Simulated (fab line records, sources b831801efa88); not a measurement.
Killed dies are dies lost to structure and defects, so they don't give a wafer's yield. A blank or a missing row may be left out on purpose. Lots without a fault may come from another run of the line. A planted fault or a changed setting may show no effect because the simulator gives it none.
Chamber matching | flow gf180mcu | GF_V2_CMP_04 on cmp-02: 4 sister chambers
The step polishes SiO2. 8 wafers are shown with their chamber, then 8 later ones without.

WAFERS WITH THEIR CHAMBER
wafer  | chamber | motor_current_A (A) | time_to_endpoint_s (s)
L572.1 | 1       | 12.6                | 74
L574.6 | 2       | 13.7                | 83
L577.1 | 0       | 14.6                | 79
L577.5 | 3       | 13.2                | 88
L579.3 | 2       | 14.6                | 79
L579.4 | 1       | 13.4                | 76
L579.5 | 0       | 14.4                | 83
L581.1 | 3       | 13.2                | 86

WAFERS WITHOUT THEIR CHAMBER
wafer  | motor_current_A (A) | time_to_endpoint_s (s)
L581.2 | 14.1                | 78
L581.4 | 12.8                | 90
L590.1 | 14.5                | 86
L590.4 | 13.6                | 83
L590.5 | 13.6                | 91
L591.2 | 12.0                | 77
L591.4 | 13.9                | 79
L591.5 | 14.5                | 83

WHICH CHAMBER EACH WENT THROUGH
wafer  | from the rows above          | in truth
L581.2 | can't be placed: 2 or 0 or 1 | 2
L581.4 | 3                            | 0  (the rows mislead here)
L590.1 | can't be placed: 0 or 2 or 3 | 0
L590.4 | can't be placed: 2 or 3 or 0 | 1
L590.5 | 3                            | 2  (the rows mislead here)
L591.2 | 1                            | 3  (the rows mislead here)
L591.4 | can't be placed: 2 or 0 or 1 | 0
L591.5 | can't be placed: 0 or 2      | 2
Placed correctly: 0 of 8. Can't be placed from these rows: 5 (the true chamber is among the candidates in 4). Placed wrongly: 3.
How it was worked out, from the rows above alone: a wafer's distance from a chamber is the root of the sum, over the readings, of the square of ((its reading less the chamber's mean) divided by the reading's scatter). The wafer belongs to the nearest chamber; if the next one is less than 2 further off, it can't be placed. A chamber's mean is the mean of its shown wafers. The scatter: the root of (the sum of the squares of (reading less its chamber's mean) over the shown wafers, divided by (wafers less chambers)).
